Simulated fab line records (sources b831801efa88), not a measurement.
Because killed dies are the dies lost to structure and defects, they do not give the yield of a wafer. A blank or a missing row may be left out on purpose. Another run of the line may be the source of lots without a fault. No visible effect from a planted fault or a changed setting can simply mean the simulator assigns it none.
The tool behind it: which one? :: flow gf180mcu :: Sampling: 24 lots, 72 wafers, 6 of 602 route steps

== WHAT THE GAUGES SHOWED, per wafer ==
GF_V5_OVL_MEAS_15. Usual: for V5_OVL the level is 0 nm and the standard deviation is 5.6.
lot: L074
measured: day 26 20:08
on: overlay-01
V5_OVL (nm): -2 6 -3
flag: 

lot: L075
measured: day 27 07:11
on: overlay-01
V5_OVL (nm): -10 -11 -2
flag: 

lot: L076
measured: day 27 15:42
on: overlay-01
V5_OVL (nm): -4 -8 3
flag: 

lot: L077
measured: day 28 00:07
on: overlay-01
V5_OVL (nm): 2 0 9
flag: 

lot: L078
measured: day 28 04:29
on: overlay-01
V5_OVL (nm): 6 -1 6
flag: 

lot: L079
measured: day 28 12:33
on: overlay-02
V5_OVL (nm): 6 2 -5
flag: 

lot: L080
measured: day 29 02:02
on: overlay-01
V5_OVL (nm): 6 15 9
flag: 

lot: L081
measured: day 29 16:24
on: overlay-02
V5_OVL (nm): -5 -6 -5
flag: 

lot: L082
measured: day 29 20:23
on: overlay-02
V5_OVL (nm): 6 -6 2
flag: 

lot: L083
measured: day 30 13:23
on: overlay-01
V5_OVL (nm): 0 -3 2
flag: 

lot: L084
measured: day 30 23:06
on: overlay-02
V5_OVL (nm): -6 3 2
flag: 

lot: L086
measured: day 31 03:14
on: overlay-02
V5_OVL (nm): 1 -7 -4
flag: 

lot: L085
measured: day 31 04:37
on: overlay-02
V5_OVL (nm): -7 -9 -6
flag: 

lot: L088
measured: day 31 06:54
on: overlay-02
V5_OVL (nm): 7 -1 6
flag: 

lot: L087
measured: day 31 10:11
on: overlay-01
V5_OVL (nm): -4 4 0
flag: 

lot: L089
measured: day 31 21:21
on: overlay-02
V5_OVL (nm): -2 2 5
flag: 

lot: L090
measured: day 31 22:17
on: overlay-02
V5_OVL (nm): -5 -2 1
flag: 

lot: L091
measured: day 32 09:05
on: overlay-02
V5_OVL (nm): -3 9 1
flag: 

lot: L092
measured: day 32 09:40
on: overlay-01
V5_OVL (nm): -5 -7 -4
flag: 

lot: L093
measured: day 32 14:58
on: overlay-02
V5_OVL (nm): 1 3 8
flag: 

lot: L094
measured: day 32 18:34
on: overlay-02
V5_OVL (nm): 2 1 -1
flag: 

lot: L095
measured: day 33 00:33
on: overlay-02
V5_OVL (nm): 3 0 1
flag: 

lot: L096
measured: day 33 06:34
on: overlay-02
V5_OVL (nm): 5 -4 5
flag: 

lot: L097
measured: day 33 13:48
on: overlay-02
V5_OVL (nm): 7 5 10
flag: 

== WHAT TOOL EACH LOT RAN ON (gives the tool, then ch and the chambers of the sampled wafers, and finally the start) ==
lot: L074
GF_V2_CMP_04: cmp-02 ch 0,1,3, day 18 22:13
GF_V2_CVD_23: cvdW-02 ch 0,1, day 19 21:52
GF_M3_STRIP_17: plasmaAsher-03 ch 0, day 20 22:17
GF_M4_SPUTTER_01: pvdSputter-02, day 22 01:08
GF_M4_SPUTTER_02: pvdSputter-02, day 22 01:10

lot: L075
GF_V2_CMP_04: cmp-01 ch 0,1,2, day 19 10:00
GF_V2_CVD_23: cvdW-01 ch 0,1, day 20 11:04
GF_M3_STRIP_17: plasmaAsher-02 ch 0,1, day 21 11:47
GF_M4_SPUTTER_01: pvdSputter-03, day 22 14:13
GF_M4_SPUTTER_02: pvdSputter-03, day 22 14:15

lot: L076
GF_V2_CMP_04: cmp-02 ch 0,2,3, day 19 18:51
GF_V2_CVD_23: cvdW-02 ch 0, day 20 20:31
GF_M3_STRIP_17: plasmaAsher-02 ch 0,1, day 21 21:13
GF_M4_SPUTTER_01: pvdSputter-02, day 22 23:13
GF_M4_SPUTTER_02: pvdSputter-02, day 22 23:15

lot: L077
GF_V2_CMP_04: cmp-02 ch 1,2,3, day 20 04:48
GF_V2_CVD_23: cvdW-02 ch 0,1, day 21 06:05
GF_M3_STRIP_17: plasmaAsher-03 ch 1, day 22 06:23
GF_M4_SPUTTER_01: pvdSputter-02, day 23 08:29
GF_M4_SPUTTER_02: pvdSputter-02, day 23 08:31

lot: L078
GF_V2_CMP_04: cmp-02 ch 0,1,2, day 20 11:55
GF_V2_CVD_23: cvdW-02 ch 0,1, day 21 13:13
GF_M3_STRIP_17: plasmaAsher-03 ch 0,1, day 22 13:41
GF_M4_SPUTTER_01: pvdSputter-01, day 23 15:10
GF_M4_SPUTTER_02: pvdSputter-01, day 23 15:12

lot: L079
GF_V2_CMP_04: cmp-02 ch 0,3, day 20 19:37
GF_V2_CVD_23: cvdW-01 ch 0,1, day 21 20:15
GF_M3_STRIP_17: plasmaAsher-04 ch 0,1, day 22 20:31
GF_M4_SPUTTER_01: pvdSputter-03, day 23 21:53
GF_M4_SPUTTER_02: pvdSputter-03, day 23 21:55

lot: L080
GF_V2_CMP_04: cmp-01 ch 0,3, day 21 14:14
GF_V2_CVD_23: cvdW-01 ch 0,1, day 22 15:11
GF_M3_STRIP_17: plasmaAsher-02 ch 0,1, day 23 14:50
GF_M4_SPUTTER_01: pvdSputter-03, day 24 16:05
GF_M4_SPUTTER_02: pvdSputter-03, day 24 16:07

lot: L081
GF_V2_CMP_04: cmp-02 ch 0,1,3, day 22 05:45
GF_V2_CVD_23: cvdW-02 ch 0,1, day 23 06:22
GF_M3_STRIP_17: plasmaAsher-03 ch 0,1, day 24 06:08
GF_M4_SPUTTER_01: pvdSputter-01, day 25 06:45
GF_M4_SPUTTER_02: pvdSputter-01, day 25 06:47

lot: L082
GF_V2_CMP_04: cmp-02 ch 1,2, day 22 11:18
GF_V2_CVD_23: cvdW-02 ch 0,1, day 23 11:55
GF_M3_STRIP_17: plasmaAsher-02 ch 0,1, day 24 11:19
GF_M4_SPUTTER_01: pvdSputter-02, day 25 10:53
GF_M4_SPUTTER_02: pvdSputter-02, day 25 10:55

lot: L083
GF_V2_CMP_04: cmp-02 ch 0,1, day 23 07:00
GF_V2_CVD_23: cvdW-01 ch 0, day 24 07:22
GF_M3_STRIP_17: plasmaAsher-02 ch 0,1, day 25 06:01
GF_M4_SPUTTER_01: pvdSputter-03, day 26 05:56
GF_M4_SPUTTER_02: pvdSputter-03, day 26 05:58

lot: L084
GF_V2_CMP_04: cmp-02 ch 0,1, day 23 20:27
GF_V2_CVD_23: cvdW-02 ch 1, day 24 19:37
GF_M3_STRIP_17: plasmaAsher-02 ch 0,1, day 25 18:43
GF_M4_SPUTTER_01: pvdSputter-01, day 26 18:45
GF_M4_SPUTTER_02: pvdSputter-01, day 26 18:47

lot: L086
GF_V2_CMP_04: cmp-01 ch 0,3, day 24 01:50
GF_V2_CVD_23: cvdW-02 ch 0, day 25 01:04
GF_M3_STRIP_17: plasmaAsher-04 ch 0,1, day 25 23:35
GF_M4_SPUTTER_01: pvdSputter-03, day 26 23:14
GF_M4_SPUTTER_02: pvdSputter-03, day 26 23:16

lot: L085
GF_V2_CMP_04: cmp-01 ch 0,2,3, day 24 04:09
GF_V2_CVD_23: cvdW-01 ch 0,1, day 25 03:30
GF_M3_STRIP_17: plasmaAsher-04 ch 0,1, day 26 00:56
GF_M4_SPUTTER_01: pvdSputter-01, day 26 23:37
GF_M4_SPUTTER_02: pvdSputter-01, day 26 23:39

lot: L088
GF_V2_CMP_04: cmp-01 ch 0,2,3, day 24 08:06
GF_V2_CVD_23: cvdW-01 ch 0,1, day 25 06:46
GF_M3_STRIP_17: plasmaAsher-04 ch 0,1, day 26 04:44
GF_M4_SPUTTER_01: pvdSputter-02, day 27 04:07
GF_M4_SPUTTER_02: pvdSputter-02, day 27 04:09

lot: L087
GF_V2_CMP_04: cmp-02 ch 0,2,3, day 24 10:41
GF_V2_CVD_23: cvdW-01 ch 0,1, day 25 08:53
GF_M3_STRIP_17: plasmaAsher-04 ch 0,1, day 26 07:13
GF_M4_SPUTTER_01: pvdSputter-02, day 27 06:05
GF_M4_SPUTTER_02: pvdSputter-02, day 27 06:07

lot: L089
GF_V2_CMP_04: cmp-01 ch 0,1,3, day 25 01:01
GF_V2_CVD_23: cvdW-02 ch 0,1, day 25 23:22
GF_M3_STRIP_17: plasmaAsher-03 ch 0,1, day 26 21:16
GF_M4_SPUTTER_01: pvdSputter-01, day 27 19:47
GF_M4_SPUTTER_02: pvdSputter-01, day 27 19:49

lot: L090
GF_V2_CMP_04: cmp-01 ch 0,1,2, day 25 03:26
GF_V2_CVD_23: cvdW-01 ch 0,1, day 26 01:11
GF_M3_STRIP_17: plasmaAsher-03 ch 0,1, day 26 22:37
GF_M4_SPUTTER_01: pvdSputter-02, day 27 20:50
GF_M4_SPUTTER_02: pvdSputter-02, day 27 20:52

lot: L091
GF_V2_CMP_04: cmp-01 ch 0,3, day 25 15:10
GF_V2_CVD_23: cvdW-01 ch 0,1, day 26 12:47
GF_M3_STRIP_17: plasmaAsher-02 ch 0,1, day 27 09:53
GF_M4_SPUTTER_01: pvdSputter-03, day 28 08:40
GF_M4_SPUTTER_02: pvdSputter-03, day 28 08:41

lot: L092
GF_V2_CMP_04: cmp-01 ch 0,1,2, day 25 15:52
GF_V2_CVD_23: cvdW-01 ch 0,1, day 26 14:04
GF_M3_STRIP_17: plasmaAsher-03 ch 0,1, day 27 11:25
GF_M4_SPUTTER_01: pvdSputter-03, day 28 09:50
GF_M4_SPUTTER_02: pvdSputter-03, day 28 09:52

lot: L093
GF_V2_CMP_04: cmp-02 ch 1,2, day 25 23:11
GF_V2_CVD_23: cvdW-02 ch 0,1, day 26 21:31
GF_M3_STRIP_17: plasmaAsher-02 ch 0,1, day 27 18:14
GF_M4_SPUTTER_01: pvdSputter-01, day 28 16:17
GF_M4_SPUTTER_02: pvdSputter-01, day 28 16:19

lot: L094
GF_V2_CMP_04: cmp-01 ch 1,2,3, day 26 03:21
GF_V2_CVD_23: cvdW-02 ch 0, day 27 00:57
GF_M3_STRIP_17: plasmaAsher-02 ch 0, day 27 21:44
GF_M4_SPUTTER_01: pvdSputter-01, day 28 20:22
GF_M4_SPUTTER_02: pvdSputter-01, day 28 20:24

lot: L095
GF_V2_CMP_04: cmp-02 ch 1,2, day 26 10:15
GF_V2_CVD_23: cvdW-02 ch 0,1, day 27 07:39
GF_M3_STRIP_17: plasmaAsher-02 ch 0,1, day 28 04:29
GF_M4_SPUTTER_01: pvdSputter-03, day 29 02:19
GF_M4_SPUTTER_02: pvdSputter-03, day 29 02:21

lot: L096
GF_V2_CMP_04: cmp-02 ch 0,2,3, day 26 19:21
GF_V2_CVD_23: cvdW-02 ch 0,1, day 27 16:10
GF_M3_STRIP_17: plasmaAsher-03 ch 0,1, day 28 13:04
GF_M4_SPUTTER_01: pvdSputter-02, day 29 10:30
GF_M4_SPUTTER_02: pvdSputter-02, day 29 10:32

lot: L097
GF_V2_CMP_04: cmp-01 ch 0,1,3, day 27 03:28
GF_V2_CVD_23: cvdW-02 ch 0,1, day 28 00:34
GF_M3_STRIP_17: plasmaAsher-04 ch 0, day 28 20:37
GF_M4_SPUTTER_01: pvdSputter-03, day 29 18:14
GF_M4_SPUTTER_02: pvdSputter-03, day 29 18:16
- GF_V2_CMP_04: polishes SiO2.
- GF_V2_CVD_23: deposits W, target thk 350 nm, time 104.94 s.
- GF_M3_STRIP_17: strips in O2/N2.
- GF_M4_SPUTTER_01: material TiN, target thk 30 nm, time 25 s.
- GF_M4_SPUTTER_02: material AlCu, target thk 450 nm, time 23.9 s.

== WHAT THE TOOLS THEMSELVES READ (means of the sampled wafers that have a number; where no wafer has one, the mark that the record gives instead) ==
GF_V2_CMP_04. Usual: motorCurrentA 13.1 A, standard deviation 1.4; platenRpm 60.00 rpm, standard deviation 0.038; timeToEndpointS 80 s, standard deviation 5.9.
lot: L074
tool: cmp-02
motorCurrentA (A): 13.0
platenRpm (rpm): 60.00
timeToEndpointS (s): 83
flag: 

lot: L075
tool: cmp-01
motorCurrentA (A): 13.0
platenRpm (rpm): 60.01
timeToEndpointS (s): 84
flag: 

lot: L076
tool: cmp-02
motorCurrentA (A): 13.8
platenRpm (rpm): 60.02
timeToEndpointS (s): 79
flag: 

lot: L077
tool: cmp-02
motorCurrentA (A): 13.1
platenRpm (rpm): 59.98
timeToEndpointS (s): 82
flag: 

lot: L078
tool: cmp-02
motorCurrentA (A): 12.4
platenRpm (rpm): 59.98
timeToEndpointS (s): 74
flag: 

lot: L079
tool: cmp-02
motorCurrentA (A): 13.7
platenRpm (rpm): 59.99
timeToEndpointS (s): 79
flag: 

lot: L080
tool: cmp-01
motorCurrentA (A): 11.6
platenRpm (rpm): 60.06
timeToEndpointS (s): 89
flag: 

lot: L081
tool: cmp-02
motorCurrentA (A): 13.4
platenRpm (rpm): 60.01
timeToEndpointS (s): 79
flag: 

lot: L082
tool: cmp-02
motorCurrentA (A): 11.8
platenRpm (rpm): 60.01
timeToEndpointS (s): 83
flag: 

lot: L083
tool: cmp-02
motorCurrentA (A): 11.9
platenRpm (rpm): 59.98
timeToEndpointS (s): 74
flag: 

lot: L084
tool: cmp-02
motorCurrentA (A): 11.9
platenRpm (rpm): 59.99
timeToEndpointS (s): 76
flag: 

lot: L086
tool: cmp-01
motorCurrentA (A): 12.5
platenRpm (rpm): 59.98
timeToEndpointS (s): 90
flag: 

lot: L085
tool: cmp-01
motorCurrentA (A): 12.8
platenRpm (rpm): 59.99
timeToEndpointS (s): 86
flag: 

lot: L088
tool: cmp-01
motorCurrentA (A): 13.2
platenRpm (rpm): 60.00
timeToEndpointS (s): 88
flag: 

lot: L087
tool: cmp-02
motorCurrentA (A): 13.8
platenRpm (rpm): 60.01
timeToEndpointS (s): 76
flag: 

lot: L089
tool: cmp-01
motorCurrentA (A): 12.6
platenRpm (rpm): 59.98
timeToEndpointS (s): 78
flag: 

lot: L090
tool: cmp-01
motorCurrentA (A): 13.4
platenRpm (rpm): 59.98
timeToEndpointS (s): 85
flag: 

lot: L091
tool: cmp-01
motorCurrentA (A): 12.7
platenRpm (rpm): 59.97
timeToEndpointS (s): 83
flag: 

lot: L092
tool: cmp-01
motorCurrentA (A): 13.1
platenRpm (rpm): 60.03
timeToEndpointS (s): 80
flag: 

lot: L093
tool: cmp-02
motorCurrentA (A): 12.0
platenRpm (rpm): 60.04
timeToEndpointS (s): 75
flag: 

lot: L094
tool: cmp-01
motorCurrentA (A): 13.8
platenRpm (rpm): 59.97
timeToEndpointS (s): 82
flag: 

lot: L095
tool: cmp-02
motorCurrentA (A): 11.7
platenRpm (rpm): 60.00
timeToEndpointS (s): 76
flag: 

lot: L096
tool: cmp-02
motorCurrentA (A): 13.7
platenRpm (rpm): 60.01
timeToEndpointS (s): 78
flag: 

lot: L097
tool: cmp-01
motorCurrentA (A): 12.6
platenRpm (rpm): 60.00
timeToEndpointS (s): 76
flag: 

GF_V2_CVD_23. Usual: heaterPowerW reads 812 W (standard deviation 170).
lot: L074
tool: cvdW-02
heaterPowerW (W): 805
flag: 

lot: L075
tool: cvdW-01
heaterPowerW (W): 831
flag: 

lot: L076
tool: cvdW-02
heaterPowerW (W): 882
flag: 

lot: L077
tool: cvdW-02
heaterPowerW (W): 807
flag: 

lot: L078
tool: cvdW-02
heaterPowerW (W): 726
flag: 

lot: L079
tool: cvdW-01
heaterPowerW (W): 837
flag: 

lot: L080
tool: cvdW-01
heaterPowerW (W): 840
flag: 

lot: L081
tool: cvdW-02
heaterPowerW (W): 729
flag: 

lot: L082
tool: cvdW-02
heaterPowerW (W): 725
flag: 

lot: L083
tool: cvdW-01
heaterPowerW (W): 699
flag: 

lot: L084
tool: cvdW-02
heaterPowerW (W): 641
flag: 

lot: L086
tool: cvdW-02
heaterPowerW (W): 898
flag: 

lot: L085
tool: cvdW-01
heaterPowerW (W): 969
flag: 

lot: L088
tool: cvdW-01
heaterPowerW (W): 970
flag: 

lot: L087
tool: cvdW-01
heaterPowerW (W): 973
flag: 

lot: L089
tool: cvdW-02
heaterPowerW (W): 813
flag: 

lot: L090
tool: cvdW-01
heaterPowerW (W): 972
flag: 

lot: L091
tool: cvdW-01
heaterPowerW (W): 974
flag: 

lot: L092
tool: cvdW-01
heaterPowerW (W): 963
flag: 

lot: L093
tool: cvdW-02
heaterPowerW (W): 737
flag: 

lot: L094
tool: cvdW-02
heaterPowerW (W): 901
flag: 

lot: L095
tool: cvdW-02
heaterPowerW (W): 729
flag: 

lot: L096
tool: cvdW-02
heaterPowerW (W): 825
flag: 

lot: L097
tool: cvdW-02
heaterPowerW (W): 733
flag: 

GF_M3_STRIP_17. Usual: drypumpMotorCurrentA 6.0 A, standard deviation 0.44; heaterPowerW 331 W, standard deviation 33; n2FlowSccm 300.0 sccm, standard deviation 0.86; oesProductAu 0.537 a.u., standard deviation 0.0054; platenTempC 250.04 C, standard deviation 0.18; stripTimeToEndpointS 7.37 s, standard deviation 0.045.
lot: L074
tool: plasmaAsher-03
drypumpMotorCurrentA (A): 5.6
heaterPowerW (W): 309
n2FlowSccm (sccm): 300.2
oesProductAu (a.u.): 0.535
platenTempC (C): 250.06
stripTimeToEndpointS (s): 7.35
flag: 

lot: L075
tool: plasmaAsher-02
drypumpMotorCurrentA (A): 5.7
heaterPowerW (W): 342
n2FlowSccm (sccm): 299.9
oesProductAu (a.u.): 0.538
platenTempC (C): 249.92
stripTimeToEndpointS (s): 7.35
flag: 

lot: L076
tool: plasmaAsher-02
drypumpMotorCurrentA (A): 6.0
heaterPowerW (W): 344
n2FlowSccm (sccm): 300.5
oesProductAu (a.u.): 0.535
platenTempC (C): 249.75
stripTimeToEndpointS (s): 7.39
flag: 

lot: L077
tool: plasmaAsher-03
drypumpMotorCurrentA (A): 6.6
heaterPowerW (W): 393
n2FlowSccm (sccm): 300.1
oesProductAu (a.u.): 0.537
platenTempC (C): 250.22
stripTimeToEndpointS (s): 7.33
flag: 

lot: L078
tool: plasmaAsher-03
drypumpMotorCurrentA (A): 5.9
heaterPowerW (W): 328
n2FlowSccm (sccm): 299.1
oesProductAu (a.u.): 0.536
platenTempC (C): 250.13
stripTimeToEndpointS (s): 7.32
flag: 

lot: L079
tool: plasmaAsher-04
drypumpMotorCurrentA (A): 6.0
heaterPowerW (W): 294
n2FlowSccm (sccm): 299.3
oesProductAu (a.u.): 0.538
platenTempC (C): 249.96
stripTimeToEndpointS (s): 7.32
flag: 

lot: L080
tool: plasmaAsher-02
drypumpMotorCurrentA (A): 5.7
heaterPowerW (W): 345
n2FlowSccm (sccm): 300.2
oesProductAu (a.u.): 0.534
platenTempC (C): 250.00
stripTimeToEndpointS (s): 7.36
flag: 

lot: L081
tool: plasmaAsher-03
drypumpMotorCurrentA (A): 5.9
heaterPowerW (W): 334
n2FlowSccm (sccm): 299.9
oesProductAu (a.u.): 0.535
platenTempC (C): 249.86
stripTimeToEndpointS (s): 7.36
flag: 

lot: L082
tool: plasmaAsher-02
drypumpMotorCurrentA (A): 5.6
heaterPowerW (W): 347
n2FlowSccm (sccm): 300.3
oesProductAu (a.u.): 0.540
platenTempC (C): 249.95
stripTimeToEndpointS (s): 7.34
flag: 

lot: L083
tool: plasmaAsher-02
drypumpMotorCurrentA (A): 5.7
heaterPowerW (W): 338
n2FlowSccm (sccm): 300.2
oesProductAu (a.u.): 0.541
platenTempC (C): 250.06
stripTimeToEndpointS (s): 7.40
flag: 

lot: L084
tool: plasmaAsher-02
drypumpMotorCurrentA (A): 6.0
heaterPowerW (W): 347
n2FlowSccm (sccm): 299.6
oesProductAu (a.u.): 0.539
platenTempC (C): 250.00
stripTimeToEndpointS (s): 7.39
flag: 

lot: L086
tool: plasmaAsher-04
drypumpMotorCurrentA (A): 6.0
heaterPowerW (W): 289
n2FlowSccm (sccm): 299.7
oesProductAu (a.u.): 0.539
platenTempC (C): 250.17
stripTimeToEndpointS (s): 7.38
flag: 

lot: L085
tool: plasmaAsher-04
drypumpMotorCurrentA (A): 6.0
heaterPowerW (W): 291
n2FlowSccm (sccm): 299.8
oesProductAu (a.u.): 0.531
platenTempC (C): 249.94
stripTimeToEndpointS (s): 7.34
flag: 

lot: L088
tool: plasmaAsher-04
drypumpMotorCurrentA (A): 6.0
heaterPowerW (W): 292
n2FlowSccm (sccm): 300.3
oesProductAu (a.u.): 0.537
platenTempC (C): 250.08
stripTimeToEndpointS (s): 7.39
flag: 

lot: L087
tool: plasmaAsher-04
drypumpMotorCurrentA (A): 6.0
heaterPowerW (W): 292
n2FlowSccm (sccm): 300.7
oesProductAu (a.u.): 0.533
platenTempC (C): 250.19
stripTimeToEndpointS (s): 7.36
flag: 

lot: L089
tool: plasmaAsher-03
drypumpMotorCurrentA (A): 5.9
heaterPowerW (W): 334
n2FlowSccm (sccm): 300.4
oesProductAu (a.u.): 0.528
platenTempC (C): 250.10
stripTimeToEndpointS (s): 7.31
flag: 

lot: L090
tool: plasmaAsher-03
drypumpMotorCurrentA (A): 5.9
heaterPowerW (W): 331
n2FlowSccm (sccm): 299.9
oesProductAu (a.u.): 0.531
platenTempC (C): 249.81
stripTimeToEndpointS (s): 7.34
flag: 

lot: L091
tool: plasmaAsher-02
drypumpMotorCurrentA (A): 6.0
heaterPowerW (W): 345
n2FlowSccm (sccm): 299.4
oesProductAu (a.u.): 0.538
platenTempC (C): 250.12
stripTimeToEndpointS (s): 7.41
flag: 

lot: L092
tool: plasmaAsher-03
drypumpMotorCurrentA (A): 5.9
heaterPowerW (W): 324
n2FlowSccm (sccm): 300.7
oesProductAu (a.u.): 0.537
platenTempC (C): 250.09
stripTimeToEndpointS (s): 7.41
flag: 

lot: L093
tool: plasmaAsher-02
drypumpMotorCurrentA (A): 5.7
heaterPowerW (W): 337
n2FlowSccm (sccm): 299.5
oesProductAu (a.u.): 0.540
platenTempC (C): 250.06
stripTimeToEndpointS (s): 7.39
flag: 

lot: L094
tool: plasmaAsher-02
drypumpMotorCurrentA (A): 5.4
heaterPowerW (W): 343
n2FlowSccm (sccm): 299.6
oesProductAu (a.u.): 0.538
platenTempC (C): 250.22
stripTimeToEndpointS (s): 7.43
flag: 

lot: L095
tool: plasmaAsher-02
drypumpMotorCurrentA (A): 5.7
heaterPowerW (W): 342
n2FlowSccm (sccm): 300.9
oesProductAu (a.u.): 0.537
platenTempC (C): 250.03
stripTimeToEndpointS (s): 7.37
flag: 

lot: L096
tool: plasmaAsher-03
drypumpMotorCurrentA (A): 5.9
heaterPowerW (W): 330
n2FlowSccm (sccm): 300.2
oesProductAu (a.u.): 0.548
platenTempC (C): 250.31
stripTimeToEndpointS (s): 7.43
flag: 

lot: L097
tool: plasmaAsher-04
drypumpMotorCurrentA (A): 6.0
heaterPowerW (W): 288
n2FlowSccm (sccm): 301.0
oesProductAu (a.u.): 0.535
platenTempC (C): 250.30
stripTimeToEndpointS (s): 7.39
flag: 

GF_M4_SPUTTER_01. Usual: throttleValvePct reads 29.8 % (standard deviation 0.72).
lot: L074
tool: pvdSputter-02
throttleValvePct (%): 29.4
flag: 

lot: L075
tool: pvdSputter-03
throttleValvePct (%): 30.2
flag: 

lot: L076
tool: pvdSputter-02
throttleValvePct (%): 29.5
flag: 

lot: L077
tool: pvdSputter-02
throttleValvePct (%): 29.8
flag: 

lot: L078
tool: pvdSputter-01
throttleValvePct (%): 30.3
flag: 

lot: L079
tool: pvdSputter-03
throttleValvePct (%): 30.5
flag: 

lot: L080
tool: pvdSputter-03
throttleValvePct (%): 29.7
flag: 

lot: L081
tool: pvdSputter-01
throttleValvePct (%): 30.6
flag: 

lot: L082
tool: pvdSputter-02
throttleValvePct (%): 29.7
flag: 

lot: L083
tool: pvdSputter-03
throttleValvePct (%): 30.4
flag: 

lot: L084
tool: pvdSputter-01
throttleValvePct (%): 29.9
flag: 

lot: L086
tool: pvdSputter-03
throttleValvePct (%): 30.2
flag: 

lot: L085
tool: pvdSputter-01
throttleValvePct (%): 30.0
flag: 

lot: L088
tool: pvdSputter-02
throttleValvePct (%): 29.2
flag: 

lot: L087
tool: pvdSputter-02
throttleValvePct (%): 29.3
flag: 

lot: L089
tool: pvdSputter-01
throttleValvePct (%): 30.0
flag: 

lot: L090
tool: pvdSputter-02
throttleValvePct (%): 29.1
flag: 

lot: L091
tool: pvdSputter-03
throttleValvePct (%): 30.1
flag: 

lot: L092
tool: pvdSputter-03
throttleValvePct (%): 30.4
flag: 

lot: L093
tool: pvdSputter-01
throttleValvePct (%): 30.0
flag: 

lot: L094
tool: pvdSputter-01
throttleValvePct (%): 29.5
flag: 

lot: L095
tool: pvdSputter-03
throttleValvePct (%): 30.4
flag: 

lot: L096
tool: pvdSputter-02
throttleValvePct (%): 29.2
flag: 

lot: L097
tool: pvdSputter-03
throttleValvePct (%): 30.2
flag: 

GF_M4_SPUTTER_02. Usual: throttleValvePct reads 29.8 % (standard deviation 0.71).
lot: L074
tool: pvdSputter-02
throttleValvePct (%): 29.6
flag: 

lot: L075
tool: pvdSputter-03
throttleValvePct (%): 30.3
flag: 

lot: L076
tool: pvdSputter-02
throttleValvePct (%): 29.1
flag: 

lot: L077
tool: pvdSputter-02
throttleValvePct (%): 29.5
flag: 

lot: L078
tool: pvdSputter-01
throttleValvePct (%): 30.2
flag: 

lot: L079
tool: pvdSputter-03
throttleValvePct (%): 30.6
flag: 

lot: L080
tool: pvdSputter-03
throttleValvePct (%): 29.6
flag: 

lot: L081
tool: pvdSputter-01
throttleValvePct (%): 30.4
flag: 

lot: L082
tool: pvdSputter-02
throttleValvePct (%): 29.5
flag: 

lot: L083
tool: pvdSputter-03
throttleValvePct (%): 30.2
flag: 

lot: L084
tool: pvdSputter-01
throttleValvePct (%): 30.0
flag: 

lot: L086
tool: pvdSputter-03
throttleValvePct (%): 30.3
flag: 

lot: L085
tool: pvdSputter-01
throttleValvePct (%): 30.0
flag: 

lot: L088
tool: pvdSputter-02
throttleValvePct (%): 29.4
flag: 

lot: L087
tool: pvdSputter-02
throttleValvePct (%): 29.4
flag: 

lot: L089
tool: pvdSputter-01
throttleValvePct (%): 29.9
flag: 

lot: L090
tool: pvdSputter-02
throttleValvePct (%): 29.3
flag: 

lot: L091
tool: pvdSputter-03
throttleValvePct (%): 30.0
flag: 

lot: L092
tool: pvdSputter-03
throttleValvePct (%): 30.3
flag: 

lot: L093
tool: pvdSputter-01
throttleValvePct (%): 29.9
flag: 

lot: L094
tool: pvdSputter-01
throttleValvePct (%): 29.5
flag: 

lot: L095
tool: pvdSputter-03
throttleValvePct (%): 30.6
flag: 

lot: L096
tool: pvdSputter-02
throttleValvePct (%): 29.3
flag: 

lot: L097
tool: pvdSputter-03
throttleValvePct (%): 30.2
flag: 

== THE ANSWER, worked out from the rows above alone ==
Rule: a lot is off if the mean of its wafers that have a number lies more than 3 standard deviations from the usual mean. A lot without any number at a reading at which 4 lots or more have one is off too. Any other lot the step has rows for is counted as sound. First the gauges in route order, then the tools' own readings, where a lot's mean is used as printed above. The first step at which some lot is off is used, and at that step the reading that is off furthest; a lot without a number counts as furthest.
No lot is off at any reading shown: from this, nothing can be told.

== WHAT THE SIMULATOR PUT IN ==
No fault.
